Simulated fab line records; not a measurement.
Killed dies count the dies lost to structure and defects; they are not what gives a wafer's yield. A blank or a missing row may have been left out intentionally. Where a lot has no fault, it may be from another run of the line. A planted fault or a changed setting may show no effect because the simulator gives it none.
fab line records || flow sfq_line
record {"lots": 13, "wafers": 39, "last_day": 85}
route steps=325 shown R5@212
lots with no fault: from the same line, run without faults
start_h: hours from the record's opening day to when the first of the lot's shown wafers began || wait_h: time in hours since the lot's previous step || " as in the row above || L1.1+2: a single row standing in for several wafers || - no value, or no start was given || * or withheld: withheld || < > ~ a bound
route shown NAME@n: names a module that has steps shown in the file, with the first one's number in the route || usual: average and standard deviation across the fault-free wafers || same: alike in all rows || chamber/n: place in a boat || sites: per-site readings || _std_site: standard deviation across them || _edge_site: inner sites' mean taken away from outer sites' mean || radius_mm: for every site, how far away it sits from the centre of the wafer || mask NAME#n: copy n || behind: tool/chamber where the wafer was last shaped || hold: why the lot went on hold/how many hours it stayed there/how the hold came to an end || device: which transistor (n, p or np) failed to switch || end of line: the same wafers' tests at the end of the route || step lacking rows: just its recipe || killed: not the wafer's yield, but the dies lost to structure and defects at the first sort || map: the dies of a wafer, with x for killed, . for not killed, _ for no die there
set.NAME: the setting as run; set.NAME@STEP: as run at that earlier step || model.NAME: the simulator's own value behind a step, which no gauge read
a sample of lots followed through the steps of the route, with each step as a table and each wafer as a row
services: a tool's chamber out of use, with start hour (start_h, from the record's first day; less than 0 if before it), hours out, and reason
## steps
# step SFQ_TRILAYER_R5_DEP_SPUTTER_132
# recipe {"material": "Ti", "base_pressure_pa": 1.33e-06, "target_thk_nm": 5, "power_w": 2000, "time_s": 5, "chamber_pressure_pa": 0.4}
# usual {"cathode_dc_power_W": "2000.0/0.33", "throttle_valve_pct": "30.0/1.3"}
{"lot.wafer": "L763.2", "tool": "pvd_sputter-04", "chamber": "-", "start_h": 1221.48, "wait_h": 0.8, "cathode_dc_power_W": 2000.5, "throttle_valve_pct": 28.6}
{"lot.wafer": "L763.3", "tool": "pvd_sputter-04", "chamber": "-", "start_h": 1221.48, "wait_h": 0.8, "cathode_dc_power_W": 2000.0, "throttle_valve_pct": 29.8}
{"lot.wafer": "L763.4", "tool": "pvd_sputter-04", "chamber": "-", "start_h": 1221.48, "wait_h": 0.8, "cathode_dc_power_W": 1999.7, "throttle_valve_pct": 31.8}
{"lot.wafer": "L764.3", "tool": "pvd_sputter-05", "chamber": "-", "start_h": 1223.21, "wait_h": 0.6, "cathode_dc_power_W": 2000.5, "throttle_valve_pct": 28.7}
{"lot.wafer": "L764.5", "tool": "pvd_sputter-05", "chamber": "-", "start_h": 1223.21, "wait_h": 0.6, "cathode_dc_power_W": 2000.0, "throttle_valve_pct": 28.4}
{"lot.wafer": "L764.6", "tool": "pvd_sputter-05", "chamber": "-", "start_h": 1223.21, "wait_h": 0.6, "cathode_dc_power_W": 1999.9, "throttle_valve_pct": 30.8}
{"lot.wafer": "L766.2", "tool": "pvd_sputter-05", "chamber": "-", "start_h": 1382.12, "wait_h": 0.8, "cathode_dc_power_W": 2000.0, "throttle_valve_pct": 31.1}
{"lot.wafer": "L766.4", "tool": "pvd_sputter-05", "chamber": "-", "start_h": 1382.12, "wait_h": 0.8, "cathode_dc_power_W": 1999.4, "throttle_valve_pct": 28.1}
{"lot.wafer": "L766.6", "tool": "pvd_sputter-05", "chamber": "-", "start_h": 1382.12, "wait_h": 0.8, "cathode_dc_power_W": 2000.4, "throttle_valve_pct": 30.6}
{"lot.wafer": "L767.4", "tool": "pvd_sputter-06", "chamber": "-", "start_h": 1383.55, "wait_h": 0.4, "cathode_dc_power_W": 1999.9, "throttle_valve_pct": 30.8}
{"lot.wafer": "L767.5", "tool": "pvd_sputter-06", "chamber": "-", "start_h": 1383.55, "wait_h": 0.4, "cathode_dc_power_W": 2000.1, "throttle_valve_pct": 30.8}
{"lot.wafer": "L767.6", "tool": "pvd_sputter-06", "chamber": "-", "start_h": 1383.55, "wait_h": 0.4, "cathode_dc_power_W": 2000.1, "throttle_valve_pct": 30.6}
{"lot.wafer": "L768.2", "tool": "pvd_sputter-05", "chamber": "-", "start_h": 1386.92, "wait_h": 0.8, "cathode_dc_power_W": 2000.3, "throttle_valve_pct": 30.4}
{"lot.wafer": "L768.3", "tool": "pvd_sputter-05", "chamber": "-", "start_h": 1386.92, "wait_h": 0.8, "cathode_dc_power_W": 1999.9, "throttle_valve_pct": 28.5}
{"lot.wafer": "L768.6", "tool": "pvd_sputter-05", "chamber": "-", "start_h": 1386.92, "wait_h": 0.8, "cathode_dc_power_W": 2000.4, "throttle_valve_pct": 30.7}
{"lot.wafer": "L771.2", "tool": "pvd_sputter-05", "chamber": "-", "start_h": 1399.10, "wait_h": 0.8, "cathode_dc_power_W": 1999.6, "throttle_valve_pct": 31.0}
{"lot.wafer": "L771.4", "tool": "pvd_sputter-05", "chamber": "-", "start_h": 1399.10, "wait_h": 0.8, "cathode_dc_power_W": 2000.0, "throttle_valve_pct": 28.7}
{"lot.wafer": "L771.6", "tool": "pvd_sputter-05", "chamber": "-", "start_h": 1399.10, "wait_h": 0.8, "cathode_dc_power_W": 2000.8, "throttle_valve_pct": 30.6}
{"lot.wafer": "L773.3", "tool": "pvd_sputter-05", "chamber": "-", "start_h": 1412.25, "wait_h": 0.6, "cathode_dc_power_W": 2000.2, "throttle_valve_pct": 28.5}
{"lot.wafer": "L773.5", "tool": "pvd_sputter-05", "chamber": "-", "start_h": 1412.25, "wait_h": 0.6, "cathode_dc_power_W": 1999.9, "throttle_valve_pct": 28.8}
{"lot.wafer": "L773.6", "tool": "pvd_sputter-05", "chamber": "-", "start_h": 1412.25, "wait_h": 0.6, "cathode_dc_power_W": 1999.9, "throttle_valve_pct": 30.7}
{"lot.wafer": "L775.1", "tool": "pvd_sputter-05", "chamber": "-", "start_h": 1416.02, "wait_h": 1.0, "cathode_dc_power_W": 2000.4, "throttle_valve_pct": 30.7}
{"lot.wafer": "L775.2", "tool": "pvd_sputter-05", "chamber": "-", "start_h": 1416.02, "wait_h": 1.0, "cathode_dc_power_W": 1999.9, "throttle_valve_pct": 30.6}
{"lot.wafer": "L775.6", "tool": "pvd_sputter-05", "chamber": "-", "start_h": 1416.02, "wait_h": 1.0, "cathode_dc_power_W": 2000.2, "throttle_valve_pct": 30.6}
{"lot.wafer": "L780.4", "tool": "pvd_sputter-04", "chamber": "-", "start_h": 1430.76, "wait_h": 0.4, "cathode_dc_power_W": 2000.3, "throttle_valve_pct": 28.7}
{"lot.wafer": "L780.5", "tool": "pvd_sputter-04", "chamber": "-", "start_h": 1430.76, "wait_h": 0.4, "cathode_dc_power_W": 2000.2, "throttle_valve_pct": 32.1}
{"lot.wafer": "L780.6", "tool": "pvd_sputter-04", "chamber": "-", "start_h": 1430.76, "wait_h": 0.4, "cathode_dc_power_W": 2000.1, "throttle_valve_pct": 30.1}
{"lot.wafer": "L781.1", "tool": "pvd_sputter-05", "chamber": "-", "start_h": 1443.76, "wait_h": 1.0, "cathode_dc_power_W": 1999.3, "throttle_valve_pct": 30.5}
{"lot.wafer": "L781.2", "tool": "pvd_sputter-05", "chamber": "-", "start_h": 1443.76, "wait_h": 1.0, "cathode_dc_power_W": 1745.7, "throttle_valve_pct": 30.8}
{"lot.wafer": "L781.6", "tool": "pvd_sputter-05", "chamber": "-", "start_h": 1443.76, "wait_h": 1.0, "cathode_dc_power_W": 1999.7, "throttle_valve_pct": 30.7}
{"lot.wafer": "L782.2", "tool": "pvd_sputter-04", "chamber": "-", "start_h": 1452.43, "wait_h": 0.8, "cathode_dc_power_W": 1999.7, "throttle_valve_pct": 31.9}
{"lot.wafer": "L782.3", "tool": "pvd_sputter-04", "chamber": "-", "start_h": 1452.43, "wait_h": 0.8, "cathode_dc_power_W": 1999.9, "throttle_valve_pct": 28.5}
{"lot.wafer": "L782.6", "tool": "pvd_sputter-04", "chamber": "-", "start_h": 1452.43, "wait_h": 0.8, "cathode_dc_power_W": 1999.5, "throttle_valve_pct": 29.8}
{"lot.wafer": "L783.1", "tool": "pvd_sputter-06", "chamber": "-", "start_h": 1455.22, "wait_h": 1.0, "cathode_dc_power_W": 2000.0, "throttle_valve_pct": 27.5}
{"lot.wafer": "L783.2", "tool": "pvd_sputter-06", "chamber": "-", "start_h": 1455.22, "wait_h": 1.0, "cathode_dc_power_W": 1999.7, "throttle_valve_pct": 31.0}
{"lot.wafer": "L783.3", "tool": "pvd_sputter-06", "chamber": "-", "start_h": 1455.22, "wait_h": 1.0, "cathode_dc_power_W": 2000.2, "throttle_valve_pct": 28.9}
{"lot.wafer": "L785.1", "tool": "pvd_sputter-06", "chamber": "-", "start_h": 1464.22, "wait_h": 1.0, "cathode_dc_power_W": 1999.5, "throttle_valve_pct": 30.6}
{"lot.wafer": "L785.5", "tool": "pvd_sputter-06", "chamber": "-", "start_h": 1464.22, "wait_h": 1.0, "cathode_dc_power_W": 1999.9, "throttle_valve_pct": 27.5}
{"lot.wafer": "L785.6", "tool": "pvd_sputter-06", "chamber": "-", "start_h": 1464.22, "wait_h": 1.0, "cathode_dc_power_W": 2000.1, "throttle_valve_pct": 30.8}
## services
{"tool": "pvd_sputter-05", "chamber": "-", "start_h": 1313.57, "hours": 5.8, "kind": "repair"}
{"tool": "pvd_sputter-06", "chamber": "-", "start_h": 1350.07, "hours": 1.0, "kind": "repair"}
{"tool": "pvd_sputter-04", "chamber": "-", "start_h": 1390.47, "hours": 3.0, "kind": "repair"}
{"tool": "pvd_sputter-06", "chamber": "-", "start_h": 1396.63, "hours": 4.7, "kind": "repair"}
{"tool": "pvd_sputter-04", "chamber": "-", "start_h": 1435.25, "hours": 1.1, "kind": "repair"}
{"tool": "pvd_sputter-04", "chamber": "-", "start_h": 1440.95, "hours": 1.0, "kind": "repair"}
## key
first_sign {"step": "SFQ_TRILAYER_R5_DEP_SPUTTER_132", "reading": "cathode_dc_power_W", "direction": "down", "sigmas": "99+", "usual": 2000.0, "struck": 1745.7}
effect none on later readings
met_at SFQ_TRILAYER_R5_DEP_SPUTTER_132
struck_lots L781
struck_wafers L781.2
onset_between 1412.25 1443.76
fault {"kind": "process_parameter_drift", "tool": "pvd_sputter-05", "chamber": "-", "onset_h": 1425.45, "steps": "SFQ_TRILAYER_R5_DEP_SPUTTER_132", "channel": "power_w", "offset": -254.2, "shape": "step", "end_h": 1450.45, "acts_in": "these_recipes_only", "stated": 2000, "scope": "struck_wafers_only"}
